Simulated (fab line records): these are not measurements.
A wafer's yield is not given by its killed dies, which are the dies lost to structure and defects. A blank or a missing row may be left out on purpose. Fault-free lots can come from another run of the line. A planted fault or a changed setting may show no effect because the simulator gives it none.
Which of the tools did it? -- flow gf180mcu -- 39 wafers from 13 lots sampled at 5 of the route's 602 steps

## WHAT EACH GAUGE READ, for each wafer
GF_POLY_GATE_THK_MEAS_17. Usual: for POLY_GATE_OXIDATION_THK the level is 3.98 nm and the standard deviation is 0.08.
lot,measured,on,POLY_GATE_OXIDATION_THK (nm),flag
L369,day 9 18:45,film metro-03,3.87 3.88 3.96,
L370,day 9 21:26,film metro-04,3.88 3.90 3.92,
L378,day 12 02:46,film metro-04,4.05 4.07 4.12,
L379,day 12 03:46,film metro-04,3.86 3.83 3.88,
L380,day 12 17:50,film metro-04,4.02 4.02 4.01,
L381,day 13 02:46,film metro-03,3.86 3.97 3.93,
L383,day 13 08:28,film metro-04,3.96 3.98 3.92,
L385,day 14 04:44,film metro-04,4.05 4.04 4.04,
L388,day 15 06:11,film metro-04,3.91 3.94 3.98,
L390,day 15 11:31,film metro-03,4.01 4.02 3.98,
L389,day 15 11:32,film metro-04,4.10 4.02 4.08,
L391,day 15 18:44,film metro-03,3.90 3.92 3.98,
L392,day 16 03:33,film metro-03,3.97 3.96 3.86,

GF_HV_LDD_THK_MEAS_55. Usual: for HV_LDD_CVD_54_THK the level is 9.91 nm and the standard deviation is 0.15.
lot,measured,on,HV_LDD_CVD_54_THK (nm),flag
L369,day 13 00:23,film metro-03,9.91 9.96 10.13,
L370,day 13 02:38,film metro-01,10.00 9.93 9.88,
L378,day 15 12:50,film metro-01,10.01 10.21 10.05,
L379,day 15 13:48,film metro-02,7.01 6.82 6.95,OFF
L380,day 16 05:11,film metro-03,6.88 6.87 6.74,OFF
L381,day 16 14:55,film metro-01,9.90 9.89 9.80,
L383,day 16 22:22,film metro-01,9.87 9.97 9.87,
L385,day 17 20:35,film metro-02,10.21 10.28 10.19,
L388,day 19 02:27,film metro-02,9.67 9.82 9.64,
L390,day 19 09:59,film metro-03,9.84 9.86 9.91,
L389,day 19 09:14,film metro-01,9.77 9.72 9.94,
L391,day 19 16:43,film metro-02,9.94 9.96 9.89,
L392,day 20 03:47,film metro-03,9.98 10.06 9.94,

GF_M1_THK_MEAS_06: measures by xrf. Usual: for M1_ALCU_THK the level is 451 nm and the standard deviation is 5.8.
lot,measured,on,M1_ALCU_THK (nm),flag
L369,day 16 16:05,film metro-02,445 450 446,
L370,day 16 19:12,film metro-04,447 456 453,
L378,day 19 14:37,film metro-02,446 439 442,
L379,day 19 15:59,film metro-04,440 444 442,
L380,day 20 08:13,film metro-04,441 445 452,
L381,day 20 18:25,film metro-01,450 448 457,
L383,day 21 04:34,film metro-02,440 454 443,
L385,day 22 02:21,film metro-01,457 449 458,
L388,day 23 05:28,film metro-04,453 448 454,
L390,day 23 13:45,film metro-01,444 456 449,
L389,day 23 13:25,film metro-02,444 451 444,
L391,day 23 20:46,film metro-02,447 448 439,
L392,day 24 06:25,film metro-04,454 455 457,

GF_M2_THK_MEAS_06: measures by xrf. Usual: for M2_ALCU_THK the level is 452 nm and the standard deviation is 5.4.
lot,measured,on,M2_ALCU_THK (nm),flag
L369,day 18 16:59,film metro-02,457 457 458,
L370,day 18 20:44,film metro-02,450 455 453,
L378,day 21 16:52,film metro-04,452 449 452,
L379,day 21 19:38,film metro-04,445 459 451,
L380,day 22 11:45,film metro-04,449 456 450,
L381,day 22 20:52,film metro-04,460 452 450,
L383,day 23 05:11,film metro-02,458 453 449,
L385,day 24 02:56,film metro-02,453 456 458,
L388,day 25 03:53,film metro-04,453 447 454,
L390,day 25 12:55,film metro-04,455 459 463,
L389,day 25 11:47,film metro-03,453 447 445,
L391,day 25 18:58,film metro-03,445 449 445,
L392,day 26 03:52,film metro-02,446 453 445,

## TOOL THAT RAN EACH LOT (tool first, then ch and the chambers of the sampled wafers, then the start)
lot,GF_HV_LDD_CVD_54
L369,"lpcvd-01 ch 0, day 12 22:04"
L370,"lpcvd-02 ch 0, day 13 01:36"
L378,"lpcvd-02 ch 0, day 15 11:49"
L379,"lpcvd-01 ch 0, day 15 12:16"
L380,"lpcvd-01 ch 0, day 16 04:10"
L381,"lpcvd-02 ch 1, day 16 13:54"
L383,"lpcvd-02 ch 0, day 16 21:20"
L385,"lpcvd-02 ch 1, day 17 19:34"
L388,"lpcvd-02 ch 1, day 19 01:26"
L390,"lpcvd-02 ch 1, day 19 08:58"
L389,"lpcvd-01 ch 1, day 19 08:11"
L391,"lpcvd-02 ch 0, day 19 15:41"
L392,"lpcvd-01 ch 1, day 20 02:46"
- GF_HV_LDD_CVD_54: deposits SiO2 from TEOS, target thk 10 nm, time 75 s.

## AS READ BY THE TOOLS THEMSELVES (means over the sampled wafers that have a number; for cases with no such wafer, the mark the record gives instead)
GF_HV_LDD_CVD_54. Usual: zone power centre pct 11.2 %, standard deviation 0.44.
lot,tool,zone power centre pct (%),flag
L369,lpcvd-01,10.7,
L370,lpcvd-02,11.2,
L378,lpcvd-02,11.2,
L379,lpcvd-01,10.6,
L380,lpcvd-01,10.6,
L381,lpcvd-02,11.2,
L383,lpcvd-02,11.2,
L385,lpcvd-02,11.4,
L388,lpcvd-02,11.3,
L390,lpcvd-02,11.3,
L389,lpcvd-01,12.0,
L391,lpcvd-02,11.1,
L392,lpcvd-01,11.8,

## THE ANSWER, worked out from the rows above alone
Rule: a lot is off if the mean of its wafers that have a number lies more than 3 standard deviations from the usual mean. A lot without any number at a reading at which 4 lots or more have one is off too. Where the step has rows for the other lots, those lots are counted as sound. First the gauges in route order, then the tools' own readings, where a lot's mean is used as printed above. The first step at which some lot is off is used, and at that step the reading that is off furthest; a lot without a number counts as furthest.
Off: L379, L380, at GF_HV_LDD_THK_MEAS_55 (HV_LDD_CVD_54_THK).
If a tool, at a process step before that reading, ran all the lots that are off and no sound lot after the first of them, it fits. The gauges at GF_HV_LDD_THK_MEAS_55 are tried like those tools. Not one of the candidates tried fits.

## WHAT THE SIMULATOR HAD PUT IN
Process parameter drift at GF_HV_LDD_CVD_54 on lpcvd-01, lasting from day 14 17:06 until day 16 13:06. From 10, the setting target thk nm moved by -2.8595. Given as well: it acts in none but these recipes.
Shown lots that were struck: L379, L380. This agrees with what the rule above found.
